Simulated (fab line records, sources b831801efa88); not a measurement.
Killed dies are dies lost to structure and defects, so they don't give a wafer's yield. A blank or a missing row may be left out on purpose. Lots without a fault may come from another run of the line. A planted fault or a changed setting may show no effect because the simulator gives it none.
fab line records | flow sky130
record lots=5 wafers=15 last_day=50
route steps=708 shown VT_ADJUST_HVTR@141 VT_ADJUST_PCH@143 SONOS_TUNNEL@154 SONOS_ONO@168
lots that met no fault: from a run of the same line without faults
start_h: hours from the record's first day to the start of the lot's first wafer shown | wait_h: hours since the lot's step before | " the same as in the row above | L1.1+2: a row that stands for several wafers | - no value, or no start given | * or withheld: withheld | < > ~ a bound
route shown NAME@n: a module of which the file shows steps, and the number in the route of the first | usual: mean/standard deviation of fault-free wafers | same: alike in all rows | chamber/n: place in a boat | sites: the reading at each site | _std_site: their standard deviation | _edge_site: outer sites' mean less inner sites' | radius_mm: how far each site lies from the wafer's centre | mask NAME#n: copy n | behind: the tool/chamber that last shaped the wafer | hold: why the lot was held/for how many hours/how that ended | device: the transistor (n, p or np) that didn't switch | end of line: the same wafers' tests at the end of the route | a step without rows: its recipe alone | killed: dies lost to structure and defects at the first sort, not the wafer's yield | map: a wafer's dies, x killed, . not, _ none there
set.NAME: the setting as run; set.NAME@STEP: as run at that earlier step | model.NAME: the simulator's own value behind a step, which no gauge read
lots at some steps of the route; a table a step, a row a wafer
services: from which hour (start_h, from the record's first day; less than 0 if before it) a tool's chamber was out of use, for how many hours, and why
## steps
# step SKY_VT_ADJUST_HVTR_STRIP_10
# recipe chemistry=O2/N2 power_w=1400 pressure_mtorr=1500 platen_temp_c=withheld o2_flow_sccm=3000 n2_flow_sccm=300 overash_fraction=0.5
# usual chamber_pressure_mTorr=1500.1/1.5 drypump_motor_current_A=5.4/0.44 oes_product_au=0.716/0.005 strip_time_to_endpoint_s=14.17/0.04
# same overash_fraction=0.5
# columns lot.wafer tool chamber start_h wait_h chamber_pressure_mTorr drypump_motor_current_A oes_product_au rf_hours_counter_h strip_time_to_endpoint_s
L079.1 plasma_asher-02 1 242.15 0.1 1500.0 5.1 0.722 57 14.14
L079.2 " 0 " " 1504.4 5.2 0.722 57 14.14
L079.6 " 0 " " 1497.3 5.2 0.713 - 14.19
L085.1 plasma_asher-01 0 284.80 0.1 1501.4 6.0 0.712 17 14.17
L085.4 " 0 " " 1500.7 6.0 0.714 - 14.13
L085.5 " 0 " " 1500.0 6.0 0.717 - 14.18
L089.3 plasma_asher-02 1 312.73 0.1 1499.4 5.1 0.724 - 14.21
L089.4 " 0 " " 1501.6 5.2 0.722 - 14.24
L089.6 " 0 " " 1497.5 5.2 0.722 - 14.22
L091.2 plasma_asher-04 1 326.89 0.1 1497.7 6.1 0.721 57 14.22
L091.3 " 1 " " 1500.5 6.1 0.720 - 14.18
L091.6 " 1 " " 1503.1 6.1 0.725 - 14.17
L095.1 plasma_asher-04 1 361.85 0.1 1498.8 6.1 0.728 60 14.10
L095.4 " 1 " " 1500.6 6.1 0.715 - 14.15
L095.5 " 0 " " 1499.8 4.8 0.711 - 14.13
# step SKY_VT_ADJUST_HVTR_TW_MEAS_11
# usual VT_ADJUST_HVTR_TW=210.0/2.4
# columns lot.wafer tool chamber start_h wait_h VT_ADJUST_HVTR_TW
L079.1 film_metro-01 - 242.25 0.1 210.9
L079.2 " - " " 209.9
L079.6 " - " " 211.3
L085.1 film_metro-04 - 284.90 0.1 206.2
L085.4 " - " " 207.1
L085.5 " - " " 206.9
L089.3 film_metro-04 - 312.82 0.1 207.4
L089.4 " - " " 209.2
L089.6 " - " " 207.1
L091.2 film_metro-01 - 327.00 0.1 212.4
L091.3 " - " " 212.5
L091.6 " - " " 210.9
L095.1 film_metro-01 - 361.95 0.1 212.5
L095.4 " - " " 212.6
L095.5 " - " " 213.1
# step SKY_VT_ADJUST_PCH_DEHYDRATE_00
# recipe temp_c=200 time_s=60
# columns lot.wafer tool chamber start_h wait_h
L079.1+2+6 litho_track-02 0 253.58 11.3
L085.1+4+5 litho_track-03 0 296.95 12.0
L089.3+4+6 litho_track-04 0 325.50 12.7
L091.2+3+6 litho_track-04 0 338.67 11.7
L095.1+4+5 litho_track-03 0 375.25 13.3
# step SKY_VT_ADJUST_PCH_HMDS_01
# recipe prime_time_s=60 prime_temp_c=120
# columns lot.wafer tool chamber start_h wait_h
L079.1+2+6 litho_track-02 0 253.73 0.1
L085.1+4+5 litho_track-03 0 297.10 0.1
L089.3+4+6 litho_track-04 0 325.65 0.1
L091.2+3+6 litho_track-04 0 338.82 0.1
L095.1+4+5 litho_track-03 0 375.40 0.1
# step SKY_VT_ADJUST_PCH_COAT_02
# recipe spin_rpm=2000 resist_thk_nm=3000
# columns lot.wafer tool chamber start_h wait_h
L079.1+2+6 litho_track-02 0 253.88 0.1
L085.1+4+5 litho_track-03 0 297.25 0.1
L089.3+4+6 litho_track-04 0 325.80 0.1
L091.2+3+6 litho_track-04 0 338.97 0.1
L095.1+4+5 litho_track-03 0 375.55 0.1
# step SKY_VT_ADJUST_PCH_SOFTBAKE_03
# recipe temp_c=110 time_s=withheld
# columns lot.wafer tool chamber start_h wait_h
L079.1+2+6 litho_track-02 0 254.03 0.1
L085.1+4+5 litho_track-03 0 297.40 0.1
L089.3+4+6 litho_track-04 0 325.96 0.1
L091.2+3+6 litho_track-04 0 339.13 0.1
L095.1+4+5 litho_track-03 0 375.70 0.1
# step SKY_VT_ADJUST_PCH_EXPOSE_04
# recipe mask_id=NWM na=0.6 source_shape=conventional sigma_outer=0.6 polarization=unpolarized target_cd_nm=840 dose_mj=255
# columns lot.wafer tool chamber start_h wait_h mask
L079.1+2+6 iline_stepper-01 0 - - NWM#0
L085.1+4+5 iline_stepper-01 0 - - NWM#0
L089.3+4+6 iline_stepper-02 0 - - NWM#0
L091.2+3+6 iline_stepper-02 0 - - NWM#0
L095.1+4+5 iline_stepper-02 0 - - NWM#0
# step SKY_VT_ADJUST_PCH_PEB_05
# recipe temp_c=115 time_s=withheld
# columns lot.wafer tool chamber start_h wait_h
L079.1+2+6 litho_track-04 0 - -
L085.1+4+5 litho_track-02 0 - -
L089.3+4+6 litho_track-03 0 - -
L091.2+3+6 litho_track-04 0 - -
L095.1+4+5 litho_track-03 0 - -
# step SKY_VT_ADJUST_PCH_DEVELOP_06
# recipe wall_angle_deg=90 developer=TMAH develop_time_s=60 dev_temp_c=23
# columns lot.wafer tool chamber start_h wait_h
L079.1+2+6 litho_track-04 0 - -
L085.1+4+5 litho_track-02 0 - -
L089.3+4+6 litho_track-03 0 - -
L091.2+3+6 litho_track-04 0 - -
L095.1+4+5 litho_track-03 0 - -
# step SKY_VT_ADJUST_PCH_OVL_MEAS_07
# usual VT_ADJUST_PCH_OVL=-1.0/1.5
# columns lot.wafer tool chamber start_h wait_h VT_ADJUST_PCH_OVL[nm]
L079.1 overlay-01 - 266.85 - -1.0
L079.2 " - " " -1.8
L079.6 " - " " -1.0
L085.1 overlay-01 - 310.78 - -0.3
L085.4 " - " " -3.0
L085.5 " - " " -2.0
L089.3 overlay-01 - 338.31 - -3.8
L089.4 " - " " -1.5
L089.6 " - " " -2.4
L091.2 overlay-02 - 352.90 - -2.9
L091.3 " - " " -0.4
L091.6 " - " " 1.0
L095.1 overlay-02 - 390.50 - -1.0
L095.4 " - " " -1.2
L095.5 " - " " -1.9
# step SKY_VT_ADJUST_PCH_IMPLANT_08
# recipe species=B energy_kev=10 dose_cm2=5e+11 tilt_deg=withheld
# columns lot.wafer tool chamber start_h wait_h
L079.1+2+6 implanter-04 0 266.88 0.0
L085.1+4+5 implanter-04 0 310.82 0.0
L089.3+4+6 implanter-02 0 338.38 0.1
L091.2+3+6 implanter-01 0 352.96 0.0
L095.1+4+5 implanter-04 0 390.53 0.0
# step SKY_VT_ADJUST_PCH_STRIP_09
# recipe chemistry=O2/N2 power_w=1400 pressure_mtorr=1500 platen_temp_c=withheld o2_flow_sccm=3000 n2_flow_sccm=300 overash_fraction=0.5
# usual chamber_pressure_mTorr=1500.3/2.5 drypump_motor_current_A=5.7/0.39 oes_product_au=0.723/0.0048 strip_time_to_endpoint_s=36.90/0.11
# same overash_fraction=0.5
# columns lot.wafer tool chamber start_h wait_h chamber_pressure_mTorr drypump_motor_current_A oes_product_au rf_hours_counter_h strip_time_to_endpoint_s
L079.1 plasma_asher-02 1 267.03 0.1 1499.1 5.1 0.724 59 36.91
L079.2 " 0 " " 1501.0 5.2 0.723 59 36.88
L079.6 " 0 " " 1501.3 5.2 0.720 - 36.88
L085.1 plasma_asher-02 1 310.97 0.1 1525.1 5.1 0.723 63 36.84
L085.4 " 0 " " 1500.9 5.2 0.720 - 36.91
L085.5 " 0 " " 1500.5 5.2 0.723 - 36.85
L089.3 plasma_asher-01 0 338.51 0.1 1501.4 5.9 0.714 - 36.89
L089.4 " 1 " " 1499.7 5.4 0.722 - 36.78
L089.6 " 1 " " 1501.8 5.3 0.725 - 36.88
L091.2 plasma_asher-03 0 353.08 0.1 1498.9 6.1 0.719 56 36.87
L091.3 " 0 " " 1498.0 6.1 0.734 - 36.91
L091.6 " 0 " " 1497.3 6.1 0.721 - 36.87
L095.1 plasma_asher-03 1 390.68 0.1 1500.7 5.9 0.714 60 36.96
L095.4 " 1 " " 1500.8 6.0 0.725 - 36.88
L095.5 " 0 " " 1499.0 6.1 0.724 - 36.97
# step SKY_VT_ADJUST_PCH_TW_MEAS_10
# usual VT_ADJUST_PCH_TW=141.7/1.3
# columns lot.wafer tool chamber start_h wait_h VT_ADJUST_PCH_TW
L079.1 film_metro-02 - 267.13 0.1 141.9
L079.2 " - " " 142.5
L079.6 " - " " 142.9
L085.1 film_metro-04 - 311.07 0.1 141.0
L085.4 " - " " 141.0
L085.5 " - " " 141.4
L089.3 film_metro-04 - 338.60 0.1 139.8
L089.4 " - " " 139.8
L089.6 " - " " 139.6
L091.2 film_metro-02 - 353.19 0.1 142.9
L091.3 " - " " 142.9
L091.6 " - " " 141.6
L095.1 film_metro-02 - 390.78 0.1 143.1
L095.4 " - " " 142.4
L095.5 " - " " 141.6
# step SKY_SONOS_TUNNEL_DEHYDRATE_00
# recipe temp_c=200 time_s=60
# columns lot.wafer tool chamber start_h wait_h
L079.1+2+6 litho_track-01 0 278.45 11.3
L085.1+4+5 litho_track-02 0 323.78 12.7
L089.3+4+6 litho_track-04 0 352.00 13.4
L091.2+3+6 litho_track-02 0 366.56 13.4
L095.1+4+5 litho_track-04 0 404.10 13.3
# step SKY_SONOS_TUNNEL_HMDS_01
# recipe prime_time_s=60 prime_temp_c=120
# columns lot.wafer tool chamber start_h wait_h
L079.1+2+6 litho_track-01 0 278.60 0.1
L085.1+4+5 litho_track-02 0 323.93 0.1
L089.3+4+6 litho_track-04 0 352.15 0.1
L091.2+3+6 litho_track-02 0 366.71 0.1
L095.1+4+5 litho_track-04 0 404.25 0.1
# step SKY_SONOS_TUNNEL_COAT_02
# recipe resist=NOVOLAK spin_rpm=3000 resist_thk_nm=1140
# columns lot.wafer tool chamber start_h wait_h
L079.1+2+6 litho_track-01 0 278.75 0.1
L085.1+4+5 litho_track-02 0 324.08 0.1
L089.3+4+6 litho_track-04 0 352.30 0.1
L091.2+3+6 litho_track-02 0 366.86 0.1
L095.1+4+5 litho_track-04 0 404.40 0.1
# step SKY_SONOS_TUNNEL_SOFTBAKE_03
# recipe temp_c=90 time_s=60 resist=NOVOLAK
# columns lot.wafer tool chamber start_h wait_h
L079.1+2+6 litho_track-01 0 278.90 0.1
L085.1+4+5 litho_track-02 0 324.23 0.1
L089.3+4+6 litho_track-04 0 352.45 0.1
L091.2+3+6 litho_track-02 0 367.01 0.1
L095.1+4+5 litho_track-04 0 404.55 0.1
# step SKY_SONOS_TUNNEL_EXPOSE_04
# recipe mask_id=TUNM na=0.6 source_shape=conventional sigma_outer=0.6 polarization=unpolarized target_cd_nm=410 dose_mj=136
# columns lot.wafer tool chamber start_h wait_h mask
L079.1+2+6 iline_stepper-01 0 - - TUNM#0
L085.1+4+5 iline_stepper-02 0 - - TUNM#0
L089.3+4+6 iline_stepper-01 0 - - TUNM#0
L091.2+3+6 iline_stepper-02 0 - - TUNM#0
L095.1+4+5 iline_stepper-02 0 - - TUNM#0
# step SKY_SONOS_TUNNEL_PEB_05
# recipe temp_c=withheld time_s=* resist=NOVOLAK
# columns lot.wafer tool chamber start_h wait_h
L079.1+2+6 litho_track-01 0 - -
L085.1+4+5 litho_track-04 0 - -
L089.3+4+6 litho_track-02 0 - -
L091.2+3+6 litho_track-04 0 - -
L095.1+4+5 litho_track-02 0 - -
# step SKY_SONOS_TUNNEL_DEVELOP_06
# recipe resist=NOVOLAK developer=TMAH develop_time_s=60 dev_temp_c=23
# columns lot.wafer tool chamber start_h wait_h
L079.1+2+6 litho_track-01 0 291.10 0.1
L085.1+4+5 litho_track-04 0 336.75 0.1
L089.3+4+6 litho_track-02 0 366.43 0.1
L091.2+3+6 litho_track-04 0 380.97 0.1
L095.1+4+5 litho_track-02 0 419.38 0.1
# step SKY_SONOS_TUNNEL_CD_MEAS_07
# recipe target_cd_nm=410
# usual cd_nm=410.4/2.6
# columns lot.wafer tool chamber start_h wait_h cd_nm
L079.1 cd_sem-01 - 291.25 0.1 409.9
L079.2 " - " " 409.4
L079.6 " - " " 407.7
L085.1 cd_sem-01 - 336.90 0.1 413.7
L085.4 " - " " 413.1
L085.5 " - " " 412.0
L089.3 cd_sem-01 - 366.57 0.1 409.3
L089.4 " - " " 410.6
L089.6 " - " " 408.0
L091.2 cd_sem-01 - 381.12 0.1 412.3
L091.3 " - " " 409.2
L091.6 " - " " 409.1
L095.1 cd_sem-02 - 419.53 0.1 407.1
L095.4 " - " " 406.5
L095.5 " - " " 409.3
# step SKY_SONOS_TUNNEL_OVL_MEAS_08
# usual SONOS_TUNNEL_OVL=-0.2/1.4
# columns lot.wafer tool chamber start_h wait_h SONOS_TUNNEL_OVL[nm]
L079.1 overlay-01 - 291.37 0.1 -0.1
L079.2 " - " " -0.3
L079.6 " - " " 0.2
L085.1 overlay-01 - 337.02 0.1 -1.6
L085.4 " - " " -0.6
L085.5 " - " " -0.7
L089.3 overlay-01 - 366.66 0.1 -1.5
L089.4 " - " " -1.0
L089.6 " - " " -0.8
L091.2 overlay-01 - 381.22 0.1 1.4
L091.3 " - " " 0.4
L091.6 " - " " 0.6
L095.1 overlay-01 - 419.65 0.1 -0.2
L095.4 " - " " 1.1
L095.5 " - " " -1.5
# step SKY_SONOS_TUNNEL_IMPLANT_09
# recipe species=B energy_kev=20 dose_cm2=1e+12 tilt_deg=withheld
# columns lot.wafer tool chamber start_h wait_h
L079.1+2+6 implanter-03 0 291.40 0.0
L085.1+4+5 implanter-03 0 337.05 0.0
L089.3+4+6 implanter-02 0 366.74 0.1
L091.2+3+6 implanter-03 0 381.28 0.0
L095.1+4+5 implanter-03 0 419.69 0.0
# step SKY_SONOS_TUNNEL_WET_ETCH_10
# recipe chemistry=dHF target_depth_nm=14 target=SiO2 dilution=100:1 temp_c=25 time_s=280
# columns lot.wafer tool chamber start_h wait_h
L079.1+2+6 wet_bench-02 0 291.55 0.1
L085.1+4+5 wet_bench-03 0 337.20 0.1
L089.3+4+6 wet_bench-03 3 366.84 0.1
L091.2+3+6 wet_bench-02 0 381.40 0.1
L095.1+4+5 wet_bench-01 3 419.84 0.1
# step SKY_SONOS_TUNNEL_STRIP_11
# recipe chemistry=SPM time_s=600 temp_c=130
# columns lot.wafer tool chamber start_h wait_h
L079.1+2+6 wet_bench-01 2 291.65 0.0
L085.1+4+5 wet_bench-02 3 337.30 0.0
L089.3+4+6 wet_bench-02 1 366.92 0.0
L091.2+3+6 wet_bench-02 2 381.49 0.0
L095.1+4+5 wet_bench-02 1 419.93 0.0
# step SKY_SONOS_TUNNEL_TW_MEAS_12
# usual SONOS_TUNNEL_TW=196.3/1.7
# columns lot.wafer tool chamber start_h wait_h SONOS_TUNNEL_TW
L079.1 film_metro-02 - 291.82 0.0 196.5
L079.2 " - " " 197.2
L079.6 " - " " 197.9
L085.1 film_metro-02 - 337.47 0.0 196.5
L085.4 " - " " 197.0
L085.5 " - " " 197.3
L089.3 film_metro-03 - 367.12 0.0 194.8
L089.4 " - " " 194.4
L089.6 " - " " 195.0
L091.2 film_metro-03 - 381.67 0.0 194.3
L091.3 " - " " 194.9
L091.6 " - " " 194.3
L095.1 film_metro-01 - 420.11 0.0 197.7
L095.4 " - " " 197.1
L095.5 " - " " 197.1
# step SKY_SONOS_TUNNEL_CLEAN_13
# recipe chemistry=dHF time_s=20 dilution=100:1 dry=ipa_marangoni
# columns lot.wafer tool chamber start_h wait_h
L079.1+2+6 wet_bench-03 1 291.88 0.1
L085.1+4+5 wet_bench-03 2 337.53 0.1
L089.3+4+6 wet_bench-01 1 367.16 0.0
L091.2+3+6 wet_bench-02 3 381.73 0.0
L095.1+4+5 wet_bench-03 2 420.17 0.1
# step SKY_SONOS_ONO_OXIDATION_00
# recipe temp_c=800 ambient=O2 idle_temp_c=700 ramp_up_c_per_min=10 ramp_down_c_per_min=3 stabilise_s=600 purge_s=300 target_thk_a=26 ox_time_s=1249
# usual ox_temp_c=800.0/0.41 spike_tc_bottom_C=816.2/2.1 zone_power_centre_pct=16.3/0.59
# columns lot.wafer tool chamber start_h wait_h ox_temp_c spike_tc_bottom_C zone_power_centre_pct
L079.1 furnace-01 0 291.90 0.0 800.1 818.3 17.3
L079.2 " 0 " " 800.3 819.0 17.2
L079.6 " 0 " " 800.0 818.4 16.9
L085.1 furnace-02 0 338.87 1.3 800.8 814.4 16.0
L085.4 " 0 " " 800.2 813.9 16.1
L085.5 " 0 " " 799.9 813.7 16.0
L089.3 furnace-02 0 367.73 0.6 799.7 815.7 16.0
L089.4 " 0 " " 799.5 814.5 16.0
L089.6 " 0 " " 799.8 814.8 15.7
L091.2 furnace-02 0 383.46 1.7 799.6 813.9 16.1
L091.3 " 0 " " 799.5 814.6 15.9
L091.6 " 0 " " 799.5 813.8 15.9
L095.1 furnace-02 0 420.18 0.0 800.1 814.6 15.7
L095.4 " 0 " " 799.9 815.0 15.8
L095.5 " 0 " " 800.4 814.3 15.9
# step SKY_SONOS_ONO_THK_MEAS_01
# recipe reads=SiO2_of_SONOS_ONO_OXIDATION_00
# usual SONOS_ONO_OXIDATION_THK=2.61/0.061
# columns lot.wafer tool chamber start_h wait_h SONOS_ONO_OXIDATION_THK[nm]
L079.1 film_metro-04 - 293.24 0.0 2.53
L079.2 " - " " 2.71
L079.6 " - " " 2.61
L085.1 film_metro-03 - 340.22 0.0 2.73
L085.4 " - " " 2.70
L085.5 " - " " 2.71
L089.3 film_metro-04 - 369.12 0.0 2.66
L089.4 " - " " 2.59
L089.6 " - " " 2.61
L091.2 film_metro-03 - 384.82 0.0 2.66
L091.3 " - " " 2.66
L091.6 " - " " 2.65
L095.1 film_metro-04 - 421.53 0.0 2.63
L095.4 " - " " 2.52
L095.5 " - " " 2.62
# step SKY_SONOS_ONO_CVD_02
# recipe material=Si3N4 precursor=DCS/NH3 target_thk_nm=10.5 temp_c=770 time_s=180 pressure_mtorr=250
# usual spike_tc_bottom_C=789.5/0.97 zone_power_centre_pct=12.2/0.46
# columns lot.wafer tool chamber start_h wait_h spike_tc_bottom_C zone_power_centre_pct
L079.1 lpcvd-02 0 293.69 0.4 789.5 12.4
L079.2 " 0 " " 789.3 12.8
L079.6 " 0 " " 790.8 12.8
L085.1 lpcvd-02 0 342.30 2.1 789.3 12.7
L085.4 " 0 " " 789.4 12.7
L085.5 " 0 " " 788.8 12.7
L089.3 lpcvd-02 1 370.19 1.1 789.8 11.9
L089.4 " 1 " " 789.3 11.8
L089.6 " 1 " " 790.0 11.8
L091.2 lpcvd-02 0 385.31 0.5 789.6 12.7
L091.3 " 0 " " 789.6 12.4
L091.6 " 0 " " 789.8 12.5
L095.1 lpcvd-02 0 421.59 0.1 789.5 12.6
L095.4 " 0 " " 789.4 12.3
L095.5 " 0 " " 789.0 12.8
# step SKY_SONOS_ONO_THK_MEAS_03
# recipe reads=Si3N4_of_SONOS_ONO_CVD_02
# usual SONOS_ONO_CVD_02_THK=10.56/0.15
# columns lot.wafer tool chamber start_h wait_h SONOS_ONO_CVD_02_THK[nm]
L079.1 film_metro-04 - 294.74 0.0 10.63
L079.2 " - " " 10.65
L079.6 " - " " 10.66
L085.1 film_metro-03 - 343.35 0.0 10.63
L085.4 " - " " 10.57
L085.5 " - " " 10.63
L089.3 film_metro-02 - 371.26 0.0 10.48
L089.4 " - " " 10.59
L089.6 " - " " 10.57
L091.2 film_metro-02 - 386.37 0.0 10.34
L091.3 " - " " 10.41
L091.6 " - " " 10.35
L095.1 film_metro-03 - 422.64 0.0 10.59
L095.4 " - " " 10.59
L095.5 " - " " 10.66
# step SKY_SONOS_ONO_CVD_04
# recipe material=SiO2 precursor=SiH4/N2O target_thk_nm=5.7199 temp_c=900 pressure_mtorr=400
# usual spike_tc_bottom_C=916.6/2.6 zone_power_centre_pct=19.7/1.7
# columns lot.wafer tool chamber start_h wait_h spike_tc_bottom_C zone_power_centre_pct
L079.1 lpcvd-03 0 294.80 0.1 916.2 21.2
L079.2 " 0 " " 913.8 21.0
L079.6 " 0 " " 913.3 21.2
L085.1 lpcvd-03 0 343.41 0.1 912.7 21.1
L085.4 " 0 " " 915.4 21.3
L085.5 " 0 " " 914.6 21.6
L089.3 lpcvd-03 1 371.50 0.2 919.5 18.0
L089.4 " 1 " " 918.6 17.8
L089.6 " 1 " " 920.1 17.8
L091.2 lpcvd-03 0 386.42 0.0 916.2 21.1
L091.3 " 0 " " 913.2 21.5
L091.6 " 0 " " 916.3 21.5
L095.1 lpcvd-03 1 422.70 0.1 917.5 17.8
L095.4 " 1 " " 920.1 17.8
L095.5 " 1 " " 919.4 17.7
# step SKY_SONOS_ONO_THK_MEAS_05
# recipe reads=SiO2_of_SONOS_ONO_CVD_04
# usual SONOS_ONO_CVD_04_THK=5.74/0.14
# columns lot.wafer tool chamber start_h wait_h SONOS_ONO_CVD_04_THK[nm]
L079.1 film_metro-03 - 296.05 0.0 5.68
L079.2 " - " " 5.69
L079.6 " - " " 5.78
L085.1 film_metro-02 - 344.66 0.0 5.60
L085.4 " - " " 5.58
L085.5 " - " " 5.56
L089.3 film_metro-03 - 372.77 0.0 5.69
L089.4 " - " " 5.62
L089.6 " - " " 5.66
L091.2 film_metro-02 - 387.68 0.0 5.86
L091.3 " - " " 6.09
L091.6 " - " " 5.92
L095.1 film_metro-02 - 426.91 0.0 5.84
L095.4 " - " " 5.86
L095.5 " - " " 5.86
# step SKY_SONOS_ONO_DEHYDRATE_06
# recipe temp_c=200 time_s=60
# columns lot.wafer tool chamber start_h wait_h
L079.1+2+6 litho_track-04 0 308.95 12.9
L085.1+4+5 litho_track-03 0 358.05 13.4
L089.3+4+6 litho_track-04 0 386.25 13.5
L091.2+3+6 litho_track-03 0 401.67 14.0
L095.1+4+5 litho_track-04 0 441.80 14.9
# step SKY_SONOS_ONO_HMDS_07
# recipe prime_time_s=60 prime_temp_c=120
# columns lot.wafer tool chamber start_h wait_h
L079.1+2+6 litho_track-04 0 309.10 0.1
L085.1+4+5 litho_track-03 0 358.20 0.1
L089.3+4+6 litho_track-04 0 386.40 0.1
L091.2+3+6 litho_track-03 0 401.82 0.1
L095.1+4+5 litho_track-04 0 441.95 0.1
# step SKY_SONOS_ONO_COAT_08
# recipe resist=NOVOLAK spin_rpm=3000 resist_thk_nm=1140
# columns lot.wafer tool chamber start_h wait_h
L079.1+2+6 litho_track-04 0 309.25 0.1
L085.1+4+5 litho_track-03 0 358.35 0.1
L089.3+4+6 litho_track-04 0 386.55 0.1
L091.2+3+6 litho_track-03 0 401.97 0.1
L095.1+4+5 litho_track-04 0 442.10 0.1
# step SKY_SONOS_ONO_SOFTBAKE_09
# recipe temp_c=90 time_s=60 resist=NOVOLAK
# columns lot.wafer tool chamber start_h wait_h
L079.1+2+6 litho_track-04 0 309.40 0.1
L085.1+4+5 litho_track-03 0 358.50 0.1
L089.3+4+6 litho_track-04 0 386.70 0.1
L091.2+3+6 litho_track-03 0 402.12 0.1
L095.1+4+5 litho_track-04 0 442.25 0.1
# step SKY_SONOS_ONO_EXPOSE_10
# recipe mask_id=ONOM target_cd_nm=410 na=0.6 source_shape=conventional sigma_outer=0.6 dose_mj=150
# columns lot.wafer tool chamber start_h wait_h mask
L079.1+2+6 iline_stepper-02 0 - - ONOM#0
L085.1+4+5 iline_stepper-01 0 - - ONOM#0
L089.3+4+6 iline_stepper-01 0 - - ONOM#0
L091.2+3+6 iline_stepper-02 0 - - ONOM#0
L095.1+4+5 iline_stepper-02 0 - - ONOM#0
# step SKY_SONOS_ONO_PEB_11
# recipe temp_c=withheld time_s=* resist=NOVOLAK
# columns lot.wafer tool chamber start_h wait_h
L079.1+2+6 litho_track-04 0 - -
L085.1+4+5 litho_track-04 0 - -
L089.3+4+6 litho_track-01 0 - -
L091.2+3+6 litho_track-03 0 - -
L095.1+4+5 litho_track-03 0 - -
# step SKY_SONOS_ONO_DEVELOP_12
# recipe develop_time_s=60 dev_temp_c=23
# columns lot.wafer tool chamber start_h wait_h
L079.1+2+6 litho_track-04 0 322.30 0.1
L085.1+4+5 litho_track-04 0 372.50 0.1
L089.3+4+6 litho_track-01 0 401.35 0.1
L091.2+3+6 litho_track-03 0 416.17 0.1
L095.1+4+5 litho_track-03 0 457.99 0.1
# step SKY_SONOS_ONO_CD_MEAS_13
# recipe target_cd_nm=410
# usual cd_nm=410.3/2.4
# columns lot.wafer tool chamber start_h wait_h cd_nm
L079.1 cd_sem-02 - 322.45 0.1 409.6
L079.2 " - " " 412.3
L079.6 " - " " 408.5
L085.1 cd_sem-02 - 372.65 0.1 410.1
L085.4 " - " " 410.0
L085.5 " - " " 411.9
L089.3 cd_sem-01 - 401.49 0.1 407.9
L089.4 " - " " 409.1
L089.6 " - " " 409.3
L091.2 cd_sem-01 - 416.31 0.1 407.2
L091.3 " - " " 409.4
L091.6 " - " " 405.9
L095.1 cd_sem-02 - 458.14 0.1 412.6
L095.4 " - " " 410.6
L095.5 " - " " 411.4
# step SKY_SONOS_ONO_OVL_MEAS_14
# usual SONOS_ONO_OVL=-0.7/1.6
# columns lot.wafer tool chamber start_h wait_h SONOS_ONO_OVL[nm]
L079.1 overlay-02 - 322.57 0.1 -1.5
L079.2 " - " " 0.3
L079.6 " - " " -3.2
L085.1 overlay-01 - 372.77 0.1 0.6
L085.4 " - " " 0.9
L085.5 " - " " 0.6
L089.3 overlay-01 - 401.58 0.1 -1.0
L089.4 " - " " -0.1
L089.6 " - " " 0.6
L091.2 overlay-01 - 416.42 0.1 -3.1
L091.3 " - " " -2.9
L091.6 " - " " -4.3
L095.1 overlay-01 - 458.26 0.1 -0.6
L095.4 " - " " -1.7
L095.5 " - " " -1.4
# step SKY_SONOS_ONO_ETCH_15
# recipe target_depth_nm=19.52 chemistry=CHF3/O2 source_w=600 bias_w=200 pressure_mtorr=40 chf3_flow_sccm=50 O2_flow_sccm=5 time_s=7.8
# usual chamber_pressure_mTorr=40.00/0.038 drypump_motor_current_A=5.6/0.45 oes_product_au=1.007/0.014 throttle_valve_pct=8.827/0.0099
# columns lot.wafer tool chamber start_h wait_h chamber_pressure_mTorr drypump_motor_current_A oes_product_au rf_hours_counter_h throttle_valve_pct
L079.1 rie_diel-02 0 322.60 0.0 40.02 5.9 1.009 5 8.809
L079.2 " 2 " " 39.92 5.8 1.019 1 8.834
L079.6 " 3 " " 40.01 5.1 0.986 - 8.832
L085.1 rie_diel-02 2 372.80 0.0 39.96 5.8 1.009 1 8.827
L085.4 " 1 " " 40.06 5.2 0.999 11 8.819
L085.5 " 2 " " 40.06 5.8 1.006 - 8.849
L089.3 rie_diel-01 0 401.60 0.0 39.97 5.6 1.007 12 8.835
L089.4 " 2 " " 39.96 5.8 0.990 2 8.823
L089.6 " 2 " " 40.01 5.8 0.980 - 8.828
L091.2 rie_diel-04 0 416.45 0.0 40.00 5.3 1.004 38 8.826
L091.3 " 2 " " 40.02 6.3 1.038 83 8.847
L091.6 " 3 " " 39.96 6.4 1.000 - 8.838
L095.1 rie_diel-04 2 458.30 0.0 39.96 6.3 1.021 83 8.837
L095.4 " 0 " " 40.03 5.2 1.010 39 8.826
L095.5 " 1 " " 39.97 5.7 1.002 - 8.825
# step SKY_SONOS_ONO_WET_ETCH_16
# recipe chemistry=dHF target_depth_nm=14 dry=n2_spin target=SiO2 dilution=100:1 temp_c=25 time_s=280
# columns lot.wafer tool chamber start_h wait_h
L079.1+2+6 wet_bench-02 0 322.62 0.0
L085.1+4+5 wet_bench-03 3 372.82 0.0
L089.3+4+6 wet_bench-02 2 401.62 0.0
L091.2+3+6 wet_bench-04 1 416.47 0.0
L095.1+4+5 wet_bench-02 2 458.32 0.0
## services
# columns tool chamber start_h hours kind
implanter-02 - 224.02 3.2 repair
lpcvd-03 - 228.84 26.2 repair
plasma_asher-04 - 239.75 22.9 repair
iline_stepper-01 - 244.36 2.0 repair
rie_diel-04 3 246.47 7.3 repair
implanter-02 - 250.49 2.5 repair
plasma_asher-02 - 256.45 8.2 repair
rie_diel-02 1 270.69 5.7 repair
implanter-03 - 273.87 5.3 pm
implanter-03 - 279.61 2.1 pm
rie_diel-04 - 282.90 2.8 pm
rie_diel-04 1 302.41 2.9 repair
furnace-02 - 316.75 3.6 pm
rie_diel-02 - 319.68 2.8 pm
plasma_asher-02 - 332.42 14.6 pm
plasma_asher-04 - 341.54 10.1 repair
plasma_asher-02 - 384.96 13.3 repair
furnace-02 - 386.34 7.4 pm
wet_bench-02 - 388.55 1.9 pm
iline_stepper-02 - 399.22 1.7 pm
iline_stepper-01 - 400.89 1.7 pm
plasma_asher-02 - 421.25 9.0 pm
plasma_asher-02 - 430.25 2.8 pm
implanter-03 - 442.22 4.4 repair
## key
fault none
